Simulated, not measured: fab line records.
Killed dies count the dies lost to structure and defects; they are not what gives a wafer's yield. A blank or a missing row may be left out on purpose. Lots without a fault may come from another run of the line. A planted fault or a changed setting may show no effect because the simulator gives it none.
What tool caused it? | flow gf180mcu | 11 lots, 33 wafers sampled, at 2 steps of a route of 602

WHAT THE GAUGES SHOWED, per wafer
GF_V1_THK_MEAS_25: measures by xrf.
lot  | measured     | on            | V1_W_THK (nm)
L510 | day 18 07:47 | film-metro-01 | 348 342 352
L512 | day 19 02:14 | film-metro-03 | 344 340 348
L513 | day 19 08:27 | film-metro-01 | 352 349 353
L520 | day 22 02:40 | film-metro-01 | 340 347 349
L522 | day 22 18:26 | film-metro-02 | 345 340 342
L524 | day 23 17:38 | film-metro-02 | 334 339 336
L525 | day 23 17:52 | film-metro-02 | 336 341 345
L528 | day 24 22:25 | film-metro-02 | 331 338 336
L530 | day 25 09:19 | film-metro-03 | 343 347 341
L531 | day 25 17:31 | film-metro-02 | 336 349 351
L532 | day 25 20:04 | film-metro-02 | 347 344 343

TOOL THAT RAN EACH LOT (tool first, then ch and the chambers of the sampled wafers, then the start)
lot  | GF_V1_SPUTTER_21
L510 | pvd-sputter-03, day 18 07:27
L512 | pvd-sputter-01, day 19 01:53
L513 | pvd-sputter-02, day 19 08:07
L520 | pvd-sputter-03, day 22 02:19
L522 | pvd-sputter-01, day 22 18:06
L524 | pvd-sputter-02, day 23 17:17
L525 | pvd-sputter-03, day 23 17:32
L528 | pvd-sputter-01, day 24 22:05
L530 | pvd-sputter-03, day 25 08:59
L531 | pvd-sputter-03, day 25 17:09
L532 | pvd-sputter-01, day 25 19:44
- GF_V1_SPUTTER_21: material Ti, target thk 15 nm, time 80.02 s.

AS READ BY THE TOOLS THEMSELVES (means over the sampled wafers that have a number; for cases with no such wafer, the mark the record gives instead)
GF_V1_SPUTTER_21.
lot  | tool           | throttle-valve-pct (%)
L510 | pvd-sputter-03 | 30.8
L512 | pvd-sputter-01 | 30.9
L513 | pvd-sputter-02 | 31.6
L520 | pvd-sputter-03 | 30.5
L522 | pvd-sputter-01 | 30.9
L524 | pvd-sputter-02 | 30.2
L525 | pvd-sputter-03 | 30.5
L528 | pvd-sputter-01 | 30.2
L530 | pvd-sputter-03 | 30.3
L531 | pvd-sputter-03 | 30.0
L532 | pvd-sputter-01 | 30.8

THE ANSWER, worked out from the rows above alone
Rule: the lots themselves supply what counts as usual. Put in order of their means at a reading, lots are off if they are a third of the lots or fewer, leave a main group of 4 or more, and stand apart from it by a gap of 3 or more times the standard deviation of the main group's means; of several such gaps the widest counts. If all means in a main group match to the digits the tables above print for the reading, that group is not used. A lot without any number at a reading at which 4 lots or more have one is off too. Any other lot the step has rows for is counted as sound. Order of review: gauges by route order, followed by the tools' own readings, for which a lot's mean as printed above is used. The first step at which some lot is off is used, and at that step the reading that is off furthest; a lot without a number counts as furthest.
Nothing can be told from this: no lot is off at any reading shown.

WHAT HAD BEEN PUT IN BY THE SIMULATOR
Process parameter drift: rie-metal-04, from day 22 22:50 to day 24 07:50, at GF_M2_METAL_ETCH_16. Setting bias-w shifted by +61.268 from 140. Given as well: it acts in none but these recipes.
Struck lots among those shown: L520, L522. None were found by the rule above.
